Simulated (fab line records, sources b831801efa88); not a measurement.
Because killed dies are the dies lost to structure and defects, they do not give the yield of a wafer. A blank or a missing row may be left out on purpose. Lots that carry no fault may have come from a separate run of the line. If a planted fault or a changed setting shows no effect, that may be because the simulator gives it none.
Which tool was responsible? / flow sky130 / Sampling: 11 lots, 33 wafers, 2 of 708 route steps

## WHAT THE GAUGES READ, wafer by wafer
SKY_VIA3_RS_MEAS_22: a four-point-probe measurement.
lot=L812; measured=day 41 06:16; on=film-metro-02; VIA3_W_RS (ohm/sq)=0.290 0.291 0.290
lot=L813; measured=day 41 18:41; on=film-metro-04; VIA3_W_RS (ohm/sq)=0.288 0.289 0.291
lot=L814; measured=day 42 10:36; on=film-metro-02; VIA3_W_RS (ohm/sq)=0.298 0.294 0.299
lot=L815; measured=day 42 10:45; on=film-metro-01; VIA3_W_RS (ohm/sq)=0.295 0.293 0.292
lot=L816; measured=day 42 18:44; on=film-metro-02; VIA3_W_RS (ohm/sq)=0.289 0.293 0.292
lot=L817; measured=day 43 08:14; on=film-metro-02; VIA3_W_RS (ohm/sq)=0.290 0.293 0.292
lot=L818; measured=day 43 11:59; on=film-metro-02; VIA3_W_RS (ohm/sq)=0.293 0.293 0.294
lot=L819; measured=day 43 15:11; on=film-metro-02; VIA3_W_RS (ohm/sq)=0.293 0.292 0.290
lot=L821; measured=day 44 07:49; on=film-metro-04; VIA3_W_RS (ohm/sq)=0.297 0.289 0.295
lot=L825; measured=day 45 15:35; on=film-metro-04; VIA3_W_RS (ohm/sq)=0.296 0.296 0.296
lot=L826; measured=day 45 15:44; on=film-metro-02; VIA3_W_RS (ohm/sq)=0.295 0.295 0.292

## TOOL THAT RAN EACH LOT (tool first, then ch and the chambers of the sampled wafers, then the start)
lot=L812; SKY_VIA3_CVD_21=cvd-w-02 ch 0, day 41 06:01
lot=L813; SKY_VIA3_CVD_21=cvd-w-02 ch 0, day 41 18:33
lot=L814; SKY_VIA3_CVD_21=cvd-w-01 ch 0,1, day 42 10:29
lot=L815; SKY_VIA3_CVD_21=cvd-w-02 ch 0,1, day 42 10:37
lot=L816; SKY_VIA3_CVD_21=cvd-w-02 ch 0, day 42 18:35
lot=L817; SKY_VIA3_CVD_21=cvd-w-01 ch 0,1, day 43 08:06
lot=L818; SKY_VIA3_CVD_21=cvd-w-02 ch 0,1, day 43 11:50
lot=L819; SKY_VIA3_CVD_21=cvd-w-02 ch 0,1, day 43 15:02
lot=L821; SKY_VIA3_CVD_21=cvd-w-01 ch 0,1, day 44 07:42
lot=L825; SKY_VIA3_CVD_21=cvd-w-01 ch 0,1, day 45 15:28
lot=L826; SKY_VIA3_CVD_21=cvd-w-02 ch 0,1, day 45 15:37
- SKY_VIA3_CVD_21: deposits W, target thk 390 nm, time 117.31 s.

## THE ANSWER, worked out from the rows above alone
Rule: the lots themselves supply what counts as usual. The widest of any qualifying gaps counts: lots, ordered by their means at a reading, are off when they make up no more than a third of the lots, leave a main group of 4 or more, and stand apart from it by 3 or more times the standard deviation of that group's means. The tables above print the reading to a certain number of digits; a main group whose means all agree to those digits is not used. A lot without any number at a reading at which 4 lots or more have one is off too. The other lots that the step has rows for count as sound.
None of the lots is off at any reading shown; this tells nothing.

## WHAT THE SIMULATOR HAD PUT IN
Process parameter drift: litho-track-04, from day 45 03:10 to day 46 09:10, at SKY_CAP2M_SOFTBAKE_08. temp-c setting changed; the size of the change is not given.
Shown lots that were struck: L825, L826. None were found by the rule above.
